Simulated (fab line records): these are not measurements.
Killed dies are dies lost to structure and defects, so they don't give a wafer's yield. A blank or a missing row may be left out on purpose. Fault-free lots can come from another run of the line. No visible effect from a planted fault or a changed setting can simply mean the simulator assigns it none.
The tool behind it: which one?    flow sky130    14 lots, 42 wafers sampled, at 5 steps of a route of 708

WHAT THE GAUGES READ, wafer by wafer
SKY_SONOS_ONO_THK_MEAS_05.
lot   measured      on             SONOS_ONO_CVD_04_THK (nm)
L369  day 11 14:47  film-metro-03  5.75 5.74 5.84
L370  day 11 21:59  film-metro-02  5.81 5.90 5.91
L371  day 12 04:16  film-metro-02  5.76 5.84 5.70
L372  day 12 22:58  film-metro-03  5.87 5.76 5.77
L376  day 14 06:16  film-metro-03  5.80 5.81 5.89
L379  day 14 20:11  film-metro-02  5.71 5.73 5.69
L382  day 16 02:29  film-metro-02  5.79 5.72 5.77
L384  day 17 07:11  film-metro-03  5.77 5.78 5.83
L386  day 17 11:43  film-metro-02  5.73 5.90 5.75
L388  day 18 00:17  film-metro-03  5.66 5.72 5.69
L390  day 18 18:07  film-metro-04  5.72 5.60 5.66
L389  day 18 22:17  film-metro-02  5.68 5.67 5.79
L391  day 19 01:08  film-metro-04  5.74 5.79 5.80
L392  day 19 07:18  film-metro-02  5.55 5.48 5.50

SKY_SONOS_ONO_CD_MEAS_13: the cd target is 410 nm.
lot   measured      on         cd-nm (nm)
L369  day 12 14:42  cd-sem-02  407.5 408.6 408.2
L370  day 12 22:09  cd-sem-01  412.8 411.2 411.9
L371  day 13 04:18  cd-sem-02  412.0 410.6 408.9
L372  day 13 23:25  cd-sem-02  412.1 411.0 412.4
L376  day 15 08:47  cd-sem-01  410.8 410.2 412.3
L379  day 15 23:20  cd-sem-02  409.7 408.4 411.1
L382  day 17 05:59  cd-sem-02  407.8 407.6 406.7
L384  day 18 10:50  cd-sem-01  410.2 409.1 410.6
L386  day 18 16:13  cd-sem-01  407.7 408.2 410.5
L388  day 19 05:46  cd-sem-02  407.3 409.8 410.4
L390  day 20 00:49  cd-sem-01  407.8 409.2 410.0
L389  day 20 04:31  cd-sem-01  405.9 408.6 405.8
L391  day 20 07:41  cd-sem-02  412.0 409.2 411.4
L392  day 20 14:07  cd-sem-02  412.2 412.6 411.2

SKY_POLY_GATE_THK_MEAS_04.
lot   measured      on             POLY_GATE_CVD_03_THK (nm)
L369  day 15 04:02  film-metro-01  73.9 73.8 73.8
L370  day 15 09:15  film-metro-01  76.0 75.8 75.4
L371  day 15 16:50  film-metro-02  75.7 75.7 75.2
L372  day 16 12:49  film-metro-01  73.1 72.9 72.9
L376  day 18 08:29  film-metro-01  74.3 74.1 74.0
L379  day 19 03:16  film-metro-01  73.8 73.9 73.8
L382  day 20 09:19  film-metro-01  75.4 75.4 75.1
L384  day 21 12:26  film-metro-01  74.6 74.5 74.7
L386  day 21 14:29  film-metro-01  73.9 73.3 73.7
L388  day 22 04:04  film-metro-01  76.6 75.9 76.6
L390  day 22 20:13  film-metro-01  75.4 75.0 75.1
L389  day 23 03:43  film-metro-02  75.3 75.3 74.7
L391  day 23 11:58  film-metro-04  75.9 75.0 75.2
L392  day 23 11:59  film-metro-02  75.1 74.3 74.9

SKY_POLY_GATE_THK_MEAS_21.
lot   measured      on             POLY_GATE_OXIDATION_THK (nm)
L369  day 16 15:17  film-metro-04  4.00 4.01 4.00
L370  day 16 18:03  film-metro-01  6.70 6.69 6.67 6.73 6.69 6.66
L371  day 17 06:26  film-metro-02  3.83 3.89 3.92
L372  day 18 02:00  film-metro-02  6.33 6.30 6.23 6.30 6.29 6.23
L376  day 19 18:04  film-metro-04  3.91 3.98 3.83
L379  day 20 14:04  film-metro-01  6.45 6.38 6.31 6.49 6.39 6.32
L382  day 21 17:48  film-metro-01  3.99 3.99 3.96
L384  day 22 20:38  film-metro-02  3.95 3.93 3.90
L386  day 22 22:11  film-metro-01  4.05 3.98 3.99
L388  day 23 12:26  film-metro-02  3.98 4.07 3.98
L390  day 24 04:07  film-metro-01  3.96 3.95 3.99
L389  day 24 12:14  film-metro-02  3.90 3.91 3.88
L391  day 24 20:12  film-metro-04  3.98 3.93 4.03
L392  day 24 20:13  film-metro-02  4.01 3.95 4.00

TOOL THAT RAN EACH LOT (tool first, then ch and the chambers of the sampled wafers, then the start)
lot   SKY_POLY_GATE_OXIDATION_20
L369  furnace-01 ch 0, day 16 14:02
L370  furnace-01 ch 0, day 16 14:02
L371  furnace-01 ch 0, day 17 05:11
L372  furnace-02 ch 0, day 17 22:30 and furnace-01 ch 0, day 18 00:45
L376  furnace-02 ch 0, day 19 16:49
L379  furnace-01 ch 0, day 20 11:22 and furnace-02 ch 0, day 20 12:47
L382  furnace-01 ch 0, day 21 16:33
L384  furnace-01 ch 0, day 22 19:22
L386  furnace-01 ch 0, day 22 20:55
L388  furnace-02 ch 0, day 23 11:10
L390  furnace-01 ch 0, day 24 02:52
L389  furnace-02 ch 0, day 24 10:59
L391  furnace-02 ch 0, day 24 18:57
L392  furnace-02 ch 0, day 24 18:57
- SKY_POLY_GATE_OXIDATION_20: stabilise 600 s, purge 300 s, target thk 4 nm.

WHAT THE TOOLS THEMSELVES READ (means of the sampled wafers that have a number; where no wafer has one, the mark that the record gives instead)
The record holds no such reading with a usual standard deviation.

THE ANSWER, worked out from the rows above alone
Rule: the usual values come from the lots themselves. Put in order of their means at a reading, lots are off if they are a third of the lots or fewer, leave a main group of 4 or more, and stand apart from it by a gap of 3 or more times the standard deviation of the main group's means; of several such gaps the widest counts. A main group is skipped when, at the precision printed for the reading in the tables above, its means are all equal. A lot without any number at a reading at which 4 lots or more have one is off too. Where the step has rows for the other lots, those lots are counted as sound. The gauges are gone through in route order, then the tools' own readings, and for those a lot's mean is taken as printed above. At the first step where some lot is off, the reading lying furthest off is the one used; lots without a number count as furthest.
Off: at SKY_POLY_GATE_THK_MEAS_21 (POLY_GATE_OXIDATION_THK), L370, L372, L379. The main group: mean 3.96 nm, standard deviation 0.045.
A tool fits if, at a process step before that reading, it ran every lot that is off, and no sound lot after the first of them. Those tools and the gauges at SKY_POLY_GATE_THK_MEAS_21 are tried in the same way. None of those tried fits.

WHAT HAD BEEN PUT IN BY THE SIMULATOR
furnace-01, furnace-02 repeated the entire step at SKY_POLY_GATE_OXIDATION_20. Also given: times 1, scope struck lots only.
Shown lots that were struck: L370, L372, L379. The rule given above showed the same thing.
